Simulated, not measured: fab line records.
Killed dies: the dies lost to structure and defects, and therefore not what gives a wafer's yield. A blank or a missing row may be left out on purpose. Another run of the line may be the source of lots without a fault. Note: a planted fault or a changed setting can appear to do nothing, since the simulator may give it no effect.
fab line records -- flow sky130
record lots=15, wafers=45, last-day=49
route steps=708 shown VIA3@575
lots that met no fault: from a run of the same line without faults
start-h: hours from the record's first day to the start of the lot's first wafer shown -- wait-h: time in hours since the lot's previous step -- " the same as in the row above -- L1.1+2: a row that stands for several wafers -- - either no value or no given start -- * or withheld: withheld -- < > ~ a bound
route shown NAME@n: names a module that has steps shown in the file, with the first one's number in the route -- usual: average and standard deviation across the fault-free wafers -- same: alike in all rows -- chamber/n: place in a boat -- sites: per-site readings -- _std_site: standard deviation across them -- _edge_site: inner sites' mean taken away from outer sites' mean -- radius-mm: how far each site lies from the wafer's centre -- mask NAME#n: copy n -- behind: tool/chamber where the wafer was last shaped -- hold: why the lot went on hold/how many hours it stayed there/how the hold came to an end -- device: the n, p or np transistor that did not switch -- end of line: at the end of the route, the tests of the same wafers -- for a step that has no rows: nothing shown but its recipe -- killed: dies lost to structure and defects at the first sort, not the wafer's yield -- map: per-die view of a wafer (x killed, . not killed, _ where there is no die)
set.NAME: the setting as run; set.NAME@STEP: as run at that earlier step -- model.NAME: the simulator's own value behind a step, which no gauge read
the route's steps for a sample of lots (tables are steps, rows are wafers)
services: the hour from which a tool's chamber was out of use, counted from the record's first day as start-h (under 0 if before that day), plus the number of hours and why
## steps
# step SKY_VIA3_CMP_02
# recipe material=SiO2, down-force-psi=4, platen-rpm=60, pad-velocity-m-s=0.94248
# usual motor-current-A=12.1/1
lot.wafer,tool,chamber,start-h,wait-h,motor-current-A
L874.2,cmp-01,3,884.64,0.0,10.9
L874.4,cmp-01,1,884.64,0.0,12.8
L874.6,cmp-01,3,884.64,0.0,11.9
L878.1,cmp-01,0,923.85,0.1,11.0
L878.5,cmp-01,3,923.85,0.1,10.9
L878.6,cmp-01,0,923.85,0.1,11.4
L880.2,cmp-02,2,943.39,0.0,10.7
L880.3,cmp-02,0,943.39,0.0,11.0
L880.1,cmp-02,1,943.39,0.0,12.2
L879.3,cmp-01,0,943.57,0.0,11.5
L879.4,cmp-01,2,943.57,0.0,13.4
L879.2,cmp-01,3,943.57,0.0,11.3
L881.2,cmp-01,0,946.79,0.0,12.2
L881.5,cmp-01,0,946.79,0.0,11.3
L881.6,cmp-01,1,946.79,0.0,12.6
L884.4,cmp-02,0,977.93,0.2,10.8
L884.1,cmp-02,1,977.93,0.2,12.8
L884.5,cmp-02,2,977.93,0.2,11.1
L885.4,cmp-02,2,978.90,0.1,11.4
L885.6,cmp-02,0,978.90,0.1,10.9
L885.5,cmp-02,1,978.90,0.1,13.0
L886.1,cmp-02,1,979.30,0.1,11.8
L886.3,cmp-02,3,979.30,0.1,12.9
L886.5,cmp-02,0,979.30,0.1,10.9
L887.1,cmp-01,3,980.69,0.1,11.3
L887.3,cmp-01,2,980.69,0.1,13.5
L887.6,cmp-01,0,980.69,0.1,11.8
L888.3,cmp-01,2,989.81,0.0,14.2
L888.5,cmp-01,2,989.81,0.0,13.7
L888.6,cmp-01,3,989.81,0.0,11.2
L889.4,cmp-01,1,1021.41,0.1,12.9
L889.1,cmp-01,2,1021.41,0.1,13.9
L889.2,cmp-01,3,1021.41,0.1,11.5
L891.4,cmp-01,1,1028.35,0.3,13.1
L891.6,cmp-01,3,1028.35,0.3,11.4
L891.5,cmp-01,0,1028.35,0.3,11.5
L894.4,cmp-01,3,1033.86,0.1,10.9
L894.3,cmp-01,0,1033.86,0.1,12.0
L894.6,cmp-01,2,1033.86,0.1,13.5
L892.3,cmp-02,2,1035.36,0.1,11.2
L892.1,cmp-02,0,1035.36,0.1,11.3
L892.6,cmp-02,1,1035.36,0.1,12.3
L896.1,cmp-01,3,1046.48,0.1,11.2
L896.4,cmp-01,2,1046.48,0.1,13.1
L896.6,cmp-01,3,1046.48,0.1,10.7
# step SKY_VIA3_PEB_10
# recipe peb-temp-c=withheld, peb-time-s=withheld, resist=KrF-thick
# usual chill-plate-temp-C=*, exhaust-pa=45.2/0.99
lot.wafer,tool,chamber,start-h,wait-h,chill-plate-temp-C,exhaust-pa
L874.2,litho-track-01,0,909,-,*,44.6
L874.4,litho-track-01,0,909,-,*,44.8
L874.6,litho-track-01,0,909,-,*,46.5
L878.1,litho-track-01,0,947,-,*,45.2
L878.5,litho-track-01,0,947,-,*,45.1
L878.6,litho-track-01,0,947,-,*,45.2
L880.1,litho-track-03,0,967,-,*,45.0
L880.2,litho-track-03,0,967,-,*,45.8
L880.3,litho-track-03,0,967,-,*,45.5
L879.2,litho-track-01,0,968,-,*,46.4
L879.3,litho-track-01,0,968,-,*,46.8
L879.4,litho-track-01,0,968,-,*,45.9
L881.2,litho-track-01,0,970,-,*,44.9
L881.5,litho-track-01,0,970,-,*,46.0
L881.6,litho-track-01,0,970,-,*,45.8
L884.1,litho-track-03,-,1001,-,-,-
L884.4,litho-track-03,-,1001,-,-,-
L884.5,litho-track-03,-,1001,-,-,-
L885.4,litho-track-02,-,1002,-,-,-
L885.5,litho-track-02,-,1002,-,-,-
L885.6,litho-track-02,-,1002,-,-,-
L886.1,litho-track-02,-,1002,-,-,-
L886.3,litho-track-02,-,1003,-,-,-
L886.5,litho-track-02,-,1003,-,-,-
L887.1,litho-track-03,0,1004,-,*,46.2
L887.3,litho-track-03,0,1004,-,*,45.6
L887.6,litho-track-03,0,1004,-,*,46.0
L888.3,litho-track-03,0,1012,-,*,43.6
L888.5,litho-track-03,0,1012,-,*,44.4
L888.6,litho-track-03,0,1012,-,*,44.1
L889.1,litho-track-02,0,1044,-,*,45.3
L889.2,litho-track-02,0,1044,-,*,45.4
L889.4,litho-track-02,0,1044,-,*,44.6
L891.4,litho-track-03,0,1051,-,*,43.8
L891.5,litho-track-03,0,1051,-,*,43.7
L891.6,litho-track-03,0,1051,-,*,43.4
L894.3,litho-track-02,0,1055,-,*,44.7
L894.4,litho-track-02,0,1055,-,*,44.7
L894.6,litho-track-02,0,1055,-,*,45.1
L892.1,litho-track-03,0,1057,-,*,44.7
L892.3,litho-track-03,0,1057,-,*,44.4
L892.6,litho-track-03,0,1057,-,*,45.8
L896.1,litho-track-02,0,1067,-,*,45.3
L896.4,litho-track-02,0,1067,-,*,43.0
L896.6,litho-track-02,0,1067,-,*,46.0
# step SKY_VIA3_STRIP_16
# recipe chemistry=O2/N2, power-w=1400, pressure-mtorr=1500, platen-temp-c=withheld, o2-flow-sccm=3000, n2-flow-sccm=300, overash-fraction=0.5
# usual chamber-pressure-mTorr=1500.1/1.2, drypump-motor-current-A=5.7/0.37, oes-product-au=0.402/0.0043, strip-time-to-endpoint-s=4.130/0.028
lot.wafer,tool,chamber,start-h,wait-h,chamber-pressure-mTorr,drypump-motor-current-A,oes-product-au,rf-hours-counter-h,strip-time-to-endpoint-s
L874.2,plasma-asher-01,1,910.14,0.0,1500.9,5.8,0.403,110,4.149
L874.4,plasma-asher-01,1,910.14,0.0,1500.1,5.8,0.402,-,4.169
L874.6,plasma-asher-01,1,910.14,0.0,1500.2,5.8,0.408,-,4.187
L878.1,plasma-asher-01,0,948.39,0.0,1501.6,5.4,0.404,113,4.195
L878.5,plasma-asher-01,1,948.39,0.0,1500.2,5.8,0.403,-,4.164
L878.6,plasma-asher-01,0,948.39,0.0,1502.0,5.4,0.400,-,4.128
L880.1,plasma-asher-03,1,968.30,0.0,1500.8,5.8,0.402,81,4.167
L880.2,plasma-asher-03,0,968.30,0.0,1499.5,5.9,0.403,81,4.188
L880.3,plasma-asher-03,0,968.30,0.0,1501.8,5.8,0.398,-,4.103
L879.2,plasma-asher-04,0,968.79,0.0,1500.3,6.3,0.408,22,4.128
L879.3,plasma-asher-04,1,968.79,0.0,1500.6,5.2,0.399,-,4.114
L879.4,plasma-asher-04,0,968.79,0.0,1500.3,6.3,0.396,-,4.105
L881.2,plasma-asher-04,1,971.24,0.0,1499.1,5.2,0.406,23,4.132
L881.5,plasma-asher-04,1,971.24,0.0,1500.3,5.2,0.406,-,4.101
L881.6,plasma-asher-04,0,971.24,0.0,1499.2,6.3,0.402,-,4.080
L884.1,plasma-asher-01,0,1001.95,0.0,1500.2,5.4,0.408,119,4.139
L884.4,plasma-asher-01,1,1001.95,0.0,1499.0,5.9,0.402,-,4.097
L884.5,plasma-asher-01,1,1001.95,0.0,1501.2,5.9,0.406,-,4.148
L885.4,plasma-asher-04,1,1002.94,0.1,1502.1,5.3,0.401,-,4.157
L885.5,plasma-asher-04,0,1002.94,0.1,1500.1,6.3,0.395,-,4.125
L885.6,plasma-asher-04,1,1002.94,0.1,1498.4,5.3,0.402,-,4.159
L886.1,plasma-asher-04,1,1003.55,0.0,1499.9,5.2,0.399,26,4.115
L886.3,plasma-asher-04,1,1003.55,0.0,1500.8,5.3,0.398,-,4.080
L886.5,plasma-asher-04,0,1003.55,0.0,1499.4,6.3,0.400,-,4.110
L887.1,plasma-asher-01,0,1004.85,0.0,1500.4,5.4,0.397,119,4.120
L887.3,plasma-asher-01,0,1004.85,0.0,1499.4,5.5,0.400,-,4.154
L887.6,plasma-asher-01,1,1004.85,0.0,1500.3,5.8,0.402,-,4.099
L888.3,plasma-asher-01,0,1013.38,0.1,1497.8,5.5,0.396,-,4.134
L888.5,plasma-asher-01,1,1013.38,0.1,1501.2,5.8,0.401,-,4.075
L888.6,plasma-asher-01,0,1013.38,0.1,1500.6,5.4,0.404,-,4.093
L889.1,plasma-asher-03,1,1045.25,0.0,1499.9,5.8,0.401,89,4.105
L889.2,plasma-asher-03,0,1045.25,0.0,1499.8,5.8,0.395,89,4.112
L889.4,plasma-asher-03,1,1045.25,0.0,1498.7,5.8,0.401,-,4.152
L891.4,plasma-asher-01,0,1051.83,0.0,1500.1,5.4,0.406,-,4.126
L891.5,plasma-asher-01,1,1051.83,0.0,1499.3,5.9,0.403,-,4.147
L891.6,plasma-asher-01,0,1051.83,0.0,1498.1,5.4,0.405,-,4.143
L894.3,plasma-asher-03,1,1055.84,0.1,1501.7,5.8,0.401,-,4.126
L894.4,plasma-asher-03,0,1055.84,0.1,1501.3,5.9,0.405,-,4.133
L894.6,plasma-asher-03,0,1055.84,0.1,1501.0,5.9,0.399,-,4.122
L892.1,plasma-asher-04,1,1057.70,0.0,1499.9,5.2,0.401,31,4.180
L892.3,plasma-asher-04,1,1057.70,0.0,1501.4,5.2,0.395,-,4.115
L892.6,plasma-asher-04,1,1057.70,0.0,1502.4,5.2,0.395,-,4.133
L896.1,plasma-asher-03,0,1067.90,0.0,1499.8,5.9,0.402,91,4.141
L896.4,plasma-asher-03,0,1067.90,0.0,1500.9,5.9,0.399,-,4.134
L896.6,plasma-asher-03,0,1067.90,0.0,1498.8,5.9,0.402,-,4.125
# step SKY_VIA3_CVD_21
# recipe material=W, target-thk-nm=390, time-s=117.31, temp-c=400, pressure-torr=40
# usual heater-power-w=809/36
lot.wafer,tool,chamber,start-h,wait-h,heater-power-w
L874.2,cvd-w-02,0,910.80,0.0,852
L874.4,cvd-w-02,1,910.80,0.0,820
L874.6,cvd-w-02,1,910.80,0.0,798
L878.1,cvd-w-02,0,949.05,0.0,843
L878.5,cvd-w-02,1,949.05,0.0,803
L878.6,cvd-w-02,0,949.05,0.0,840
L880.1,cvd-w-02,0,968.99,0.0,845
L880.2,cvd-w-02,1,968.99,0.0,810
L880.3,cvd-w-02,0,968.99,0.0,828
L879.2,cvd-w-01,1,969.49,0.0,838
L879.3,cvd-w-01,0,969.49,0.0,732
L879.4,cvd-w-01,1,969.49,0.0,850
L881.2,cvd-w-02,0,971.90,0.0,841
L881.5,cvd-w-02,1,971.90,0.0,783
L881.6,cvd-w-02,0,971.90,0.0,845
L884.1,cvd-w-02,0,1002.69,0.1,822
L884.4,cvd-w-02,0,1002.69,0.1,838
L884.5,cvd-w-02,1,1002.69,0.1,787
L885.4,cvd-w-02,1,1003.60,0.1,800
L885.5,cvd-w-02,1,1003.60,0.1,777
L885.6,cvd-w-02,0,1003.60,0.1,835
L886.1,cvd-w-02,0,1004.24,0.0,852
L886.3,cvd-w-02,0,1004.24,0.0,855
L886.5,cvd-w-02,1,1004.24,0.0,808
L887.1,cvd-w-02,0,1005.50,0.0,839
L887.3,cvd-w-02,1,1005.50,0.0,791
L887.6,cvd-w-02,1,1005.50,0.0,817
L888.3,cvd-w-02,1,1014.04,0.1,789
L888.5,cvd-w-02,0,1014.04,0.1,854
L888.6,cvd-w-02,1,1014.04,0.1,800
L889.1,cvd-w-02,1,1045.91,0.0,790
L889.2,cvd-w-02,0,1045.91,0.0,831
L889.4,cvd-w-02,1,1045.91,0.0,782
L891.4,cvd-w-01,1,1052.49,0.1,833
L891.5,cvd-w-01,0,1052.49,0.1,752
L891.6,cvd-w-01,1,1052.49,0.1,844
L894.3,cvd-w-01,0,1056.50,0.1,754
L894.4,cvd-w-01,1,1056.50,0.1,800
L894.6,cvd-w-01,1,1056.50,0.1,819
L892.1,cvd-w-01,1,1058.36,0.0,830
L892.3,cvd-w-01,0,1058.36,0.0,734
L892.6,cvd-w-01,1,1058.36,0.0,854
L896.1,cvd-w-02,1,1068.90,0.0,831
L896.4,cvd-w-02,0,1068.90,0.0,843
L896.6,cvd-w-02,0,1068.90,0.0,841
## services
tool,chamber,start-h,hours,kind
cmp-01,-,863.44,1.2,repair
cvd-w-01,1,866.34,3.9,repair
cvd-w-01,1,885.26,2.9,repair
cmp-02,-,895.66,5.6,pm
cvd-w-01,-,904.00,14.0,pm
cvd-w-01,0,904.00,14.0,vent-cycle
cvd-w-01,1,904.00,14.0,vent-cycle
cmp-02,-,912.53,4.0,pm
cmp-02,-,916.53,-,consumable-replace:conditioner
cmp-02,-,916.53,-,consumable-replace:pad
cvd-w-01,0,918.00,-,clean
cmp-01,-,920.05,1.0,repair
cmp-02,-,921.11,1.3,repair
plasma-asher-01,-,954.32,1.4,repair
cvd-w-01,-,990.49,45.2,repair
cmp-02,-,1008.26,5.1,pm
cmp-02,-,1023.48,5.5,repair
plasma-asher-04,-,1047.59,4.3,pm
plasma-asher-01,-,1049.84,0.6,repair
plasma-asher-01,-,1055.25,9.0,pm
plasma-asher-01,0,1055.25,9.0,vent-cycle
plasma-asher-01,1,1055.25,9.0,vent-cycle
plasma-asher-01,0,1064.25,-,clean
plasma-asher-01,1,1064.25,-,clean
## key
first-sign step=SKY_VIA3_PEB_10, reading=tool-record, direction=missing
effect none on later readings
met-at SKY_VIA3_PEB_10
struck-lots L884,L885,L886
later-rows-left-out L884.1,L884.4,L884.5,L885.4,L885.5,L885.6,L886.1,L886.3,L886.5
sort-left-out L884.1,L884.4,L884.5,L885.4,L885.5,L885.6,L886.1,L886.3,L886.5
not-acting-at SKY_VIA3_CMP_02,SKY_VIA3_STRIP_16,SKY_VIA3_CVD_21
onset-between 967 1001
fault kind=skipped-step-whole, tool=litho-track-02,litho-track-03, chamber=-, onset-h=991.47, steps=SKY_VIA3_PEB_10, scope=struck-lots-only
# sort-left-out: the simulated sort isn't trusted on such a fault, so these wafers' sort isn't shown, and their yield isn't known
# later-rows-left-out: the simulator's readings of these wafers behind a module that went badly wrong aren't trusted and aren't shown, but for the sort
